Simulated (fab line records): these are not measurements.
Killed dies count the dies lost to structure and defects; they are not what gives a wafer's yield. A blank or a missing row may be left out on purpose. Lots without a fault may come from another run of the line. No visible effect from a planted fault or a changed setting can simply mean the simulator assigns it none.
A struck lot beside a sound one ; flow gf180mcu ; 27 out of 602 route steps
Sound: these wafers, L917.2, L917.3, L917.6. Struck: wafers L912.3, L912.4, L912.5. The cause is given at the end.
Per side, at each step with rows, come the tool, then ch with its chambers, and then its first start. Under that, the readings that differ: sound wafers ; struck wafers ; difference of the means ; sigmas: that difference in standard deviations of wafers without a fault.
alike: readings with means less than 2 such deviations apart, plus words and numbers identical on both sides. not compared: withheld readings, readings lacking a value on some wafer, bounds such as >300 that could conceal the same value, and numbers that have no deviation in the record and whose values overlap.
The two part at a step that has a row with sigmas, a row that says differs or no value, or rows on one side only. Numbers that don't overlap but have no deviation are shown without sigmas and don't part them. A reading missing from all wafers of one side parts the sides only when that side holds two or more wafers.

GF_LVPWELL_STRIP_10: strips in O2/N2.
  sound on plasma-asher-03 ch 1, day 9 01:44; struck on plasma-asher-02 ch 0,1, day 7 20:43
  alike: chamber-pressure-mTorr, drypump-motor-current-A, heater-power-w, oes-product-au, strip-time-to-endpoint-s
  not compared: rf-hours-counter-h
GF_LVPWELL_TW_MEAS_11:
  struck on film-metro-01, day 7 20:48; sound on film-metro-02, day 9 01:50
  alike: LVPWELL_TW
then, 7 steps without rows for these wafers: GF_MVSD_DEHYDRATE_00 (time 60 s); GF_MVSD_HMDS_01 (prime time 60 s); GF_MVSD_COAT_02 (resist thk 3000 nm); GF_MVSD_SOFTBAKE_03; GF_MVSD_EXPOSE_04 (exposes mask MVSD, target cd 1000 nm); GF_MVSD_PEB_05; GF_MVSD_DEVELOP_06 (develop time 60 s).
GF_MVSD_OVL_MEAS_07:
  struck on overlay-01, day 8 13:25; sound on overlay-02, day 9 18:33
  alike: MVSD_OVL
then, 2 steps without rows for these wafers: GF_MVSD_IMPLANT_08; GF_MVSD_IMPLANT_09.
GF_MVSD_STRIP_10: strips in O2/N2.
  sound on plasma-asher-04 ch 0,1, day 9 18:53; struck on plasma-asher-03 ch 0,1, day 8 13:47
  no value came back on the struck wafers for any of 5 readings (chamber-pressure-mTorr (mTorr), drypump-motor-current-A (A) and others); on the sound wafers chamber-pressure-mTorr (mTorr) reads 1498.6 1501.1 1501.7
reading;sound;struck;difference;sigmas
model.coat_of_MVSD_COAT_02.thk-nm (nm);0 0 0;2998 2990 2984;+2991;
  not compared: rf-hours-counter-h
GF_MVSD_TW_MEAS_11:
  struck on film-metro-02, day 8 13:52; sound on film-metro-02, day 9 18:59
reading;sound;struck;difference;sigmas
MVSD_TW;1584 1583 1576;1597 1596 1602;+17;+2
then, 7 steps without rows for these wafers: GF_MVPSD_DEHYDRATE_00 (time 60 s); GF_MVPSD_HMDS_01 (prime time 60 s); GF_MVPSD_COAT_02 (resist thk 3000 nm); GF_MVPSD_SOFTBAKE_03; GF_MVPSD_EXPOSE_04 (exposes mask MVPSD, target cd 1000 nm); GF_MVPSD_PEB_05; GF_MVPSD_DEVELOP_06 (develop time 60 s).
GF_MVPSD_OVL_MEAS_07:
  struck on overlay-02, day 9 06:52; sound on overlay-02, day 10 12:43
  alike: MVPSD_OVL
then, 2 steps without rows for these wafers: GF_MVPSD_IMPLANT_08; GF_MVPSD_IMPLANT_09.
GF_MVPSD_STRIP_10: strips in O2/N2.
  sound on plasma-asher-01 ch 1, day 10 13:02; struck on plasma-asher-01 ch 0,1, day 9 07:13
reading;sound;struck;difference;sigmas
oes-product-au (a.u.);0.725 0.722 0.719;0.735 0.741 0.751;+0.020;+5
strip-time-to-endpoint-s (s);36.97 36.95 36.99;81.36 81.10 81.12;+44.22;+99 or more
  alike: chamber-pressure-mTorr, drypump-motor-current-A, heater-power-w
  not compared: rf-hours-counter-h
GF_MVPSD_TW_MEAS_11:
  struck on film-metro-01, day 9 07:18; sound on film-metro-01, day 10 13:09
reading;sound;struck;difference;sigmas
MVPSD_TW;552.9 555.6 554.1;30.4 30.3 30.1;-523.9;-99 or more
then, 1 step without rows for these wafers: GF_VT_IMPLANT_DEHYDRATE_00 (time 60 s).

== WHERE THEY PART ==
First at GF_MVSD_STRIP_10; last, within this record, at GF_MVPSD_TW_MEAS_11.

WHY: what the simulator had put in
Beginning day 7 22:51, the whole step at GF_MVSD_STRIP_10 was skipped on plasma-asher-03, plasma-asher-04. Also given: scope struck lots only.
